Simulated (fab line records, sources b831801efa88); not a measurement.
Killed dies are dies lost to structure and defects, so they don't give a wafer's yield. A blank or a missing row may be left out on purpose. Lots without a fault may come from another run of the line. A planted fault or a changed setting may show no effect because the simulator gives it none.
Tool commonality check | flow sky130 | 10 lots, 30 wafers sampled

WHY IT WAS OPENED
At SKY_VIA4_RS_MEAS_19 the reading VIA4_W_RS is flagged on 2 of 10 lots. Wafers without a fault read 0.2247 ohm/sq, standard deviation 0.0019.
Rule: a lot is flagged when every wafer of it that has a number lies more than 4 standard deviations from that mean, or none has a number. The other lots count as sound.

lot  | measured     | on            | VIA4_W_RS (ohm/sq), wafer by wafer | flag
L191 | day 43 05:02 | film_metro-04 | 0.2218 0.2230 0.2203               |
L193 | day 43 06:44 | film_metro-04 | 0.2276 0.2264 0.2261               |
L194 | day 43 20:50 | film_metro-04 | 0.2232 0.2225 0.2248               |
L197 | day 44 21:59 | film_metro-04 | 0.2780 0.2829 0.2813               | FLAGGED
L199 | day 45 08:23 | film_metro-04 | 0.2846 0.2876 0.2845               | FLAGGED
L206 | day 47 08:46 | film_metro-01 | 0.2258 0.2243 0.2233               |
L208 | day 47 13:16 | film_metro-04 | 0.2275 0.2253 0.2234               |
L210 | day 48 01:20 | film_metro-03 | 0.2246 0.2283 0.2241               |
L211 | day 48 07:05 | film_metro-04 | 0.2227 0.2260 0.2246               |
L212 | day 48 19:16 | film_metro-04 | 0.2233 0.2277 0.2242               |
The numbers of the flagged lots are 0.2832 ohm/sq on average: +0.0585 ohm/sq against the usual, or +31 standard deviations.

WHICH TOOL RAN EACH LOT
The record holds 2 process steps before the reading, out of a route of 708 steps. In each cell: the tool, then ch and the chambers that the sampled wafers went through, then the start.
lot  | flag    | SKY_VIA4_ETCH_12                   | SKY_VIA4_CVD_18
L191 |         | rie_diel-01 ch 0,2,3, day 43 04:09 | cvd_w-02 ch 1, day 43 04:53
L193 |         | rie_diel-04 ch 1,2,3, day 43 05:52 | cvd_w-02 ch 1, day 43 06:35
L194 |         | rie_diel-04 ch 0,1,2, day 43 19:48 | cvd_w-02 ch 0, day 43 20:32
L197 | FLAGGED | rie_diel-01 ch 2,3, day 44 21:02   | cvd_w-02 ch 0,1, day 44 21:49
L199 | FLAGGED | rie_diel-04 ch 0,2, day 45 07:28   | cvd_w-02 ch 0,1, day 45 08:14
L206 |         | rie_diel-04 ch 0,2, day 47 07:48   | cvd_w-01 ch 0, day 47 08:36
L208 |         | rie_diel-02 ch 0,2,3, day 47 12:22 | cvd_w-01 ch 0,1, day 47 13:07
L210 |         | rie_diel-01 ch 1,3, day 48 00:23   | cvd_w-01 ch 0,1, day 48 01:11
L211 |         | rie_diel-01 ch 0,3, day 48 06:09   | cvd_w-01 ch 0,1, day 48 06:55
L212 |         | rie_diel-01 ch 0,3, day 48 18:18   | cvd_w-01 ch 0,1, day 48 19:07
What these steps do:
- SKY_VIA4_ETCH_12: etches SiO2 in C4F8/O2/Ar, stops on TiN, target depth 580 nm.
- SKY_VIA4_CVD_18: deposits W, target thk 505 nm, time 152.14 s.
- SKY_VIA4_RS_MEAS_19: measures by four-point-probe.

FLAGGED OVER TOTAL, TOOL BY TOOL (the gauges that took the reading come last)
step                | tool          | lots run | flagged | share of the flagged lots | sound lots run after its first flagged lot
SKY_VIA4_ETCH_12    | rie_diel-01   | 5        | 1       | some                      | 3 (L210,L211,L212)
SKY_VIA4_ETCH_12    | rie_diel-02   | 1        | 0       | none                      | -
SKY_VIA4_ETCH_12    | rie_diel-04   | 4        | 1       | some                      | 1 (L206)
SKY_VIA4_CVD_18     | cvd_w-01      | 5        | 0       | none                      | -
SKY_VIA4_CVD_18     | cvd_w-02      | 5        | 2       | all                       | 0
SKY_VIA4_RS_MEAS_19 | film_metro-01 | 1        | 0       | none                      | -
SKY_VIA4_RS_MEAS_19 | film_metro-03 | 1        | 0       | none                      | -
SKY_VIA4_RS_MEAS_19 | film_metro-04 | 8        | 2       | all                       | 3 (L208,L211,L212)

WHAT THE TABLE ALLOWS
2 rows of the table ran every flagged lot: cvd_w-02 at SKY_VIA4_CVD_18, film_metro-04 at SKY_VIA4_RS_MEAS_19.
- cvd_w-02 at SKY_VIA4_CVD_18: 2 of its 5 lots flagged. Its last sound lot is L194 (day 43 20:32), its first flagged lot L197 (day 44 21:49): a fault that began between those two fits. Its own readings lie more than 4 standard deviations out on every wafer of the flagged lots: susceptor_temp_C.
- film_metro-04 at SKY_VIA4_RS_MEAS_19: 2 of its 8 lots flagged. Sound lots ran on it after the first flagged one (L208, L211, L212), which a lasting fault on the whole tool wouldn't allow.
One tool is left: cvd_w-02 at SKY_VIA4_CVD_18.

WHAT THE SIMULATOR HAD PUT IN
Process parameter drift: cvd_w-02, from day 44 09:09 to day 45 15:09, at SKY_VIA4_CVD_18. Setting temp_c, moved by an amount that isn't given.
Lots struck among those shown: L197, L199. The rule above found the same.
